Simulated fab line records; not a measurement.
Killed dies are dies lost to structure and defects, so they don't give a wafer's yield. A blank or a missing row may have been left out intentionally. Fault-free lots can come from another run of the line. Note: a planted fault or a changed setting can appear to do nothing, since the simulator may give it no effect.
Code-filled problem report in 8D (eight disciplines) form || flow sfq-line || the parts of the form that need people (team, actions taken, sign-off) are left out

## 1. WHAT WENT WRONG
Across 5 wafers from 3 lots, L0_MONX_KI_RS at SFQ_L0_RS_MEAS_901 averages 83.1 ohm/sq, while fault-free wafers read 43.2 ohm/sq with a standard deviation of 0.66. That is +61 standard deviations from the usual mean.
The step: measures by four-point-probe.
Earliest sighting: wafer L429.2 on film-metro-03 at day 4 05:34. The record holds 43 wafers of 15 lots with a number at this step. By rule, "out" or "out of limits" means more than 4 standard deviations away from the usual mean. The other wafers with a number count as sound.

## 2. WHAT IT IS AND WHAT IT IS NOT
{"question": "which readings at this step", "is": "L0_MONX_KI_RS", "is not": "-"}
{"question": "which lots", "is": "L429, L434, L436", "is not": "L416, L417, L418, L421, L422, L424, L425, L426, L427, L437, L438, L439"}
{"question": "which wafers of those lots", "is": "L429.2, L429.5, L434.2, L436.2, L436.5", "is not": "L429.1, L434.1"}
{"question": "read on which gauges", "is": "film-metro-01, film-metro-03", "is not": "film-metro-02"}
{"question": "when", "is": "from day 4 05:34", "is not": "up to then (28 sound wafers); but 10 sound wafers of L434, L437, L438, L439 came after"}

## 3. THE SUSPECTS, EACH WITH WHAT RULES IT OUT
Counting: any tool at a process step up to the reading remains a suspect provided it ran every lot that is out. Sound lots after the first of them don't rule it out here, since some wafers of a struck lot are sound.
- the gauge at SFQ_L0_RS_MEAS_901 has been ruled out. The wafers that are out were read on 2 gauges (film-metro-01, film-metro-03).
- pvd-sputter-03 at SFQ_TRILAYER_L0_DEP_SPUTTER_003 (material MoNx KI, target thk 40 nm, time 100 s): kept. Ran every lot that is out, first one L429 (day 4 05:29); last sound lot up to then L427 (day 3 19:29).
The count leaves pvd-sputter-03 at SFQ_TRILAYER_L0_DEP_SPUTTER_003.

## 4. THE CAUSE (what the simulator had put in)
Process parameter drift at SFQ_TRILAYER_L0_DEP_SPUTTER_003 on pvd-sputter-03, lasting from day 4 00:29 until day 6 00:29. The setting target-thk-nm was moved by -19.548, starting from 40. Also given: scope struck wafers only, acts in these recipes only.
This tool alone remained once counting was done.

## 5. SEQUENCE OF EFFECTS, ordered by route
Each row: a reading where the mean over the struck wafers with a number is more than 3 standard deviations away from the usual. Only readings for which the record gives a usual standard deviation are gone through. hours: the time from each lot's start at the first step in this table that gives one to its start at this step, as a median over the lots. sigmas: the change in usual standard deviations.
{"hours": 0, "step": "SFQ_L0_RS_MEAS_901", "reading": "L0_MONX_KI_RS", "usual": "43.2 ohm/sq", "on struck wafers": 83.1, "change": "+39.9", "sigmas": "+61"}
{"hours": 0, "step": "SFQ_L0_THK_MEAS_902", "reading": "L0_MONX_KI_THK", "usual": "39.6 nm", "on struck wafers": 20.6, "change": -19.0, "sigmas": -31}
{"hours": 43, "step": "SFQ_TRILAYER_L0_ETCH_METAL_ETCH_008", "reading": "oes-product-au", "usual": "0.877 a.u.", "on struck wafers": 0.635, "change": -0.242, "sigmas": -28}
Its process steps:
- SFQ_TRILAYER_L0_ETCH_METAL_ETCH_008: etches MoNx KI in SF6/O2, stops on SiO2, target depth 50 nm, time 25 s.
Later measuring or inspecting steps at which every struck wafer that the step has a row for has a number for every such reading, and none has moved that far: SFQ_L0V_OVL_MEAS_903, SFQ_I7_BOW_MEAS_946.

## 6. WHAT WOULD HAVE CAUGHT IT SOONER
The first out-of-limits reading at a measuring or inspecting step in this record came at day 4 05:34, 5 hours after the fault's start at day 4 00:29.
Tool readings at SFQ_TRILAYER_L0_DEP_SPUTTER_003 with a usual standard deviation given in the record: none out on any struck wafer, hence no alarm at a limit of 4 standard deviations on them.
L434, L436, from the lots that are out (3), started SFQ_TRILAYER_L0_DEP_SPUTTER_003 on pvd-sputter-03 later than day 4 05:34. A hold on the tool at that time would have spared those 2.
